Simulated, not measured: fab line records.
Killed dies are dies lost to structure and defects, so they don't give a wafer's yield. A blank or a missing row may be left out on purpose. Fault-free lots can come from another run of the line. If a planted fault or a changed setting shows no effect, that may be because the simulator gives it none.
fab line records	flow gf180mcu
record lots=9	wafers=27	last-day=32
route steps=602 shown STI@30 MVSD@77 VT_IMPLANT@100
lots untouched by any fault: they come from a run of this same line in which no faults occurred
start-h: hours from the record's first day to the start of the lot's first wafer shown	wait-h: hours since the lot's step before	" repeats the value in the row above	L1.1+2: several wafers, shown together as one row	- no value present, or no start provided	* or withheld: withheld	< > ~ a bound
route shown NAME@n: NAME is a module with steps in the file, n the number in the route of the first one	usual: the fault-free wafers' mean and standard deviation	same: alike in all rows	chamber/n: place in a boat	sites: the reading at each site	_std_site: the standard deviation of these	_edge_site: inner sites' mean taken away from outer sites' mean	radius-mm: how far each site lies from the wafer's centre	mask NAME#n: copy n	behind: the last tool/chamber to shape the wafer	hold: reason for holding the lot/hours on hold/outcome of the hold	device: transistor that didn't switch, given as n, p or np	end of line: tests of these same wafers at the route's end	a step without rows: its recipe alone	killed: not the wafer's yield, but the dies lost to structure and defects at the first sort	map: shows each die of a wafer: x if killed, . if not, _ if none is there
set.NAME: the setting as run; set.NAME@STEP: as run at that earlier step	model.NAME: the simulator's own value behind a step, which no gauge read
route steps across a sampled set of lots; one table per step, one row per wafer
services: from which hour (start-h, from the record's first day; less than 0 if before it) a tool's chamber was out of use, for how many hours, and why
## steps
# step GF_STI_OXIDATION_29
# recipe temp-c=900	ambient=O2	stabilise-s=600	purge-s=300	target-thk-a=100	ox-time-s=1418
# usual spike-tc-bottom-C=919.0/1	spike-tc-centre-C=901.2/0.97	spike-tc-lower-C=900.6/1	spike-tc-top-C=916.2/2.4	spike-tc-upper-C=899.7/1.2	zone-power-centre-pct=18.2/1.3	zone-power-upper-pct=16.12/0.29
lot.wafer	tool	chamber	start-h	wait-h	spike-tc-bottom-C	spike-tc-centre-C	spike-tc-lower-C	spike-tc-top-C	spike-tc-upper-C	zone-power-centre-pct	zone-power-upper-pct
L777.3	furnace-02	0	28.07	0.1	919.4	901.6	902.1	919.1	899.0	19.1	16.06
L777.4	"	0	"	"	919.4	900.7	899.1	917.9	900.8	19.2	15.99
L777.5	"	0	"	"	919.0	901.9	901.2	916.9	899.8	19.2	16.02
L778.1	furnace-01	0	33.35	0.0	918.8	903.1	899.4	911.9	899.0	16.2	16.64
L778.3	"	0	"	"	918.9	900.5	898.1	913.7	898.0	16.3	16.03
L778.4	"	0	"	"	917.8	901.1	899.1	913.2	899.1	16.2	16.53
L779.2	furnace-02	0	37.37	0.0	919.5	900.3	900.6	917.4	900.8	19.0	15.96
L779.3	"	0	"	"	918.0	899.9	901.3	917.5	899.3	18.9	16.06
L779.6	"	0	"	"	918.0	900.7	900.2	917.8	900.8	18.9	16.00
L780.1	furnace-02	0	44.21	0.2	920.9	901.3	901.0	920.4	902.5	19.2	15.96
L780.2	"	0	"	"	918.0	901.7	901.7	917.7	899.9	19.0	15.98
L780.6	"	0	"	"	919.3	900.1	902.5	916.2	899.2	19.0	15.64
L781.1	furnace-01	0	49.47	0.0	918.7	901.7	899.6	911.1	898.9	16.0	16.50
L781.3	"	0	"	"	918.8	903.5	900.9	914.7	897.6	16.1	16.62
L781.5	"	0	"	"	917.3	900.7	899.1	912.5	899.4	16.2	16.53
L786.1	furnace-02	0	76.63	0.0	964.2	945.4	945.1	962.1	945.9	21.4	18.14
L786.4	"	0	"	"	963.7	946.3	945.0	962.1	944.0	21.1	17.52
L786.5	"	0	"	"	963.6	946.6	946.6	961.5	942.9	20.9	17.80
L787.3	furnace-02	0	80.24	0.0	965.4	945.0	946.0	961.6	945.2	21.2	17.84
L787.5	"	0	"	"	963.3	946.5	946.1	961.8	944.3	20.8	17.84
L787.6	"	0	"	"	964.1	945.5	944.0	962.1	944.5	21.7	17.69
L791.2	furnace-01	0	102.17	0.9	918.9	901.2	900.2	912.4	897.7	16.2	16.62
L791.5	"	0	"	"	918.7	901.0	899.1	911.2	898.9	16.4	16.77
L791.6	"	0	"	"	919.7	901.9	900.3	911.8	898.1	16.1	16.30
L793.1	furnace-01	0	113.15	1.1	919.7	902.7	901.5	910.9	897.0	16.3	16.46
L793.3	"	0	"	"	918.8	901.2	900.0	914.1	897.9	16.0	16.44
L793.6	"	0	"	"	920.0	902.5	899.9	913.4	899.0	16.2	16.50
# step GF_STI_THK_MEAS_30
# recipe reads=SiO2_of_STI_OXIDATION_29
# usual STI_OXIDATION_02_THK=10.04/0.22
lot.wafer	tool	chamber	start-h	wait-h	STI_OXIDATION_02_THK[nm]
L777.3	film-metro-03	-	29.48	0.0	9.84
L777.4	"	-	"	"	9.75
L777.5	"	-	"	"	10.02
L778.1	film-metro-02	-	34.74	0.0	10.03
L778.3	"	-	"	"	9.97
L778.4	"	-	"	"	9.97
L779.2	film-metro-03	-	38.77	0.0	9.86
L779.3	"	-	"	"	9.91
L779.6	"	-	"	"	9.92
L780.1	film-metro-02	-	45.60	0.0	9.60
L780.2	"	-	"	"	9.79
L780.6	"	-	"	"	9.78
L781.1	film-metro-01	-	50.86	0.0	10.17
L781.3	"	-	"	"	9.94
L781.5	"	-	"	"	9.92
L786.1	film-metro-03	-	78.02	0.0	16.12
L786.4	"	-	"	"	15.73
L786.5	"	-	"	"	15.79
L787.3	film-metro-03	-	81.66	0.0	16.02
L787.5	"	-	"	"	16.12
L787.6	"	-	"	"	16.20
L791.2	film-metro-03	-	103.57	0.0	10.17
L791.5	"	-	"	"	10.31
L791.6	"	-	"	"	10.17
L793.1	film-metro-01	-	114.54	0.0	10.50
L793.3	"	-	"	"	10.50
L793.6	"	-	"	"	10.43
# step GF_MVSD_TW_MEAS_11
# usual MVSD_TW=1580/17
lot.wafer	tool	chamber	start-h	wait-h	MVSD_TW
L777.3	film-metro-03	-	82.68	0.1	1558
L777.4	"	-	"	"	1560
L777.5	"	-	"	"	1553
L778.1	film-metro-01	-	89.18	0.1	1607
L778.3	"	-	"	"	1606
L778.4	"	-	"	"	1596
L779.2	film-metro-01	-	93.95	0.1	1595
L779.3	"	-	"	"	1592
L779.6	"	-	"	"	1603
L780.1	film-metro-01	-	101.43	0.1	1596
L780.2	"	-	"	"	1588
L780.6	"	-	"	"	1592
L781.1	film-metro-03	-	105.24	0.1	1559
L781.3	"	-	"	"	1550
L781.5	"	-	"	"	1556
L786.1	film-metro-04	-	136.11	0.1	1572
L786.4	"	-	"	"	1580
L786.5	"	-	"	"	1586
L787.3	film-metro-01	-	140.76	0.1	1580
L787.5	"	-	"	"	1592
L787.6	"	-	"	"	1579
L791.2	film-metro-04	-	163.92	0.1	1590
L791.5	"	-	"	"	1590
L791.6	"	-	"	"	1596
L793.1	film-metro-04	-	174.99	0.1	1597
L793.3	"	-	"	"	1605
L793.6	"	-	"	"	1591
# step GF_VT_IMPLANT_TW_MEAS_10
# usual VT_IMPLANT_TW=568/3.7
lot.wafer	tool	chamber	start-h	wait-h	VT_IMPLANT_TW
L777.3	film-metro-01	-	111.30	0.1	569
L777.4	"	-	"	"	564
L777.5	"	-	"	"	570
L778.1	film-metro-02	-	117.46	0.1	572
L778.3	"	-	"	"	570
L778.4	"	-	"	"	570
L779.2	film-metro-01	-	121.99	0.1	567
L779.3	"	-	"	"	567
L779.6	"	-	"	"	568
L780.1	film-metro-04	-	131.03	0.1	562
L780.2	"	-	"	"	564
L780.6	"	-	"	"	563
L781.1	film-metro-04	-	134.58	0.1	561
L781.3	"	-	"	"	565
L781.5	"	-	"	"	563
L786.1	film-metro-04	-	165.78	0.1	567
L786.4	"	-	"	"	567
L786.5	"	-	"	"	566
L787.3	film-metro-01	-	171.71	0.1	567
L787.5	"	-	"	"	567
L787.6	"	-	"	"	565
L791.2	film-metro-01	-	197.96	0.1	569
L791.5	"	-	"	"	569
L791.6	"	-	"	"	568
L793.1	film-metro-01	-	210.18	0.1	572
L793.3	"	-	"	"	571
L793.6	"	-	"	"	569
# step GF_VT_IMPLANT_STRIP_20
# recipe chemistry=O2/N2	power-w=1400	pressure-mtorr=1500	platen-temp-c=250	o2-flow-sccm=3000	n2-flow-sccm=300	overash-fraction=0.5
# usual drypump-motor-current-A=5.8/0.38	heater-power-w=349/47	oes-product-au=0.716/0.0044	platen-temp-c=249.97/0.19	strip-time-to-endpoint-s=12.65/0.031
lot.wafer	tool	chamber	start-h	wait-h	drypump-motor-current-A	heater-power-w	oes-product-au	platen-temp-c	rf-hours-counter-h	strip-time-to-endpoint-s
L777.3	plasma-asher-01	0	125.01	0.1	5.8	402	0.720	250.10	-	12.66
L777.4	"	1	"	"	5.5	306	0.717	250.03	-	12.61
L777.5	"	0	"	"	5.8	400	0.717	250.06	-	12.66
L778.1	plasma-asher-02	0	133.01	0.1	5.5	340	0.714	250.09	2	12.67
L778.3	"	1	"	"	5.7	431	0.714	249.69	-	12.64
L778.4	"	0	"	"	5.5	325	0.717	250.04	-	12.63
L779.2	plasma-asher-02	1	136.99	0.1	5.7	418	0.712	250.03	2	12.67
L779.3	"	0	"	"	5.5	331	0.716	250.02	-	12.66
L779.6	"	1	"	"	5.8	419	0.714	249.74	-	12.64
L780.1	plasma-asher-04	0	145.78	0.1	6.6	287	0.722	250.06	50	12.69
L780.2	"	1	"	"	5.5	357	0.718	250.24	50	12.65
L780.6	"	1	"	"	5.5	347	0.718	250.02	-	12.64
L781.1	plasma-asher-01	0	149.43	0.1	5.8	403	0.712	249.91	47	12.63
L781.3	"	0	"	"	5.8	394	0.718	250.06	-	12.64
L781.5	"	0	"	"	5.8	397	0.717	250.06	-	12.63
L786.1	plasma-asher-02	0	182.63	0.1	5.5	333	0.721	249.86	6	12.66
L786.4	"	0	"	"	5.5	331	0.715	250.11	-	12.66
L786.5	"	1	"	"	5.7	417	0.709	250.17	-	12.69
L787.3	plasma-asher-04	1	188.28	0.1	5.5	347	0.716	250.00	-	12.66
L787.5	"	1	"	"	5.5	353	0.726	249.92	-	12.66
L787.6	"	0	"	"	6.6	286	0.713	249.75	-	12.63
L791.2	plasma-asher-04	0	215.89	0.1	6.6	298	0.716	249.67	57	12.64
L791.5	"	1	"	"	5.4	349	0.719	250.54	-	12.65
L791.6	"	0	"	"	6.6	293	0.715	249.76	-	12.64
L793.1	plasma-asher-04	1	228.49	0.1	5.5	358	0.716	249.95	58	12.65
L793.3	"	1	"	"	5.5	357	0.707	250.17	-	12.60
L793.6	"	0	"	"	6.6	295	0.713	249.96	-	12.63
## services
tool	chamber	start-h	hours	kind
plasma-asher-01	-	61.76	3.2	repair
plasma-asher-01	-	93.03	8.3	repair
furnace-01	-	97.20	3.7	pm
furnace-01	-	106.34	4.2	pm
plasma-asher-02	-	108.82	9.0	pm
plasma-asher-02	0	108.82	9.0	vent-cycle
plasma-asher-02	1	108.82	9.0	vent-cycle
plasma-asher-02	0	117.82	-	clean
plasma-asher-02	1	117.82	-	clean
furnace-01	-	136.58	22.3	pm
furnace-02	-	159.63	2.7	pm
plasma-asher-02	-	175.56	5.7	pm
plasma-asher-04	-	179.94	4.5	repair
## key
first-sign step=GF_STI_OXIDATION_29	reading=spike-tc-centre-C	direction=up	sigmas=46	usual=901.2	struck=945.9
effect step=GF_STI_OXIDATION_29	reading=spike-tc-lower-C	direction=up	sigmas=45	usual=900.6	struck=945.5
effect step=GF_STI_THK_MEAS_30	reading=STI_OXIDATION_02_THK	direction=up	sigmas=27	usual=10.04	struck=16.00
met-at GF_STI_OXIDATION_29
struck-lots L786,L787
tester-left-out L786,L787
not-acting-at GF_MVSD_TW_MEAS_11,GF_VT_IMPLANT_TW_MEAS_10,GF_VT_IMPLANT_STRIP_20
onset-between 44.21 76.63
fault kind=process-parameter-drift	tool=furnace-02	chamber=-	onset-h=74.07	steps=GF_STI_OXIDATION_29	channel=temp-c	offset=*	shape=step	end-h=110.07	acts-in=*	stated=*
# tester-left-out: of these lots the tester's yield and bins aren't shown, on N5 and GAA mostly nor the transistor test; their killed dies are dies lost to structure and defects alone, not to doping, threshold or leakage, so they don't give the yield
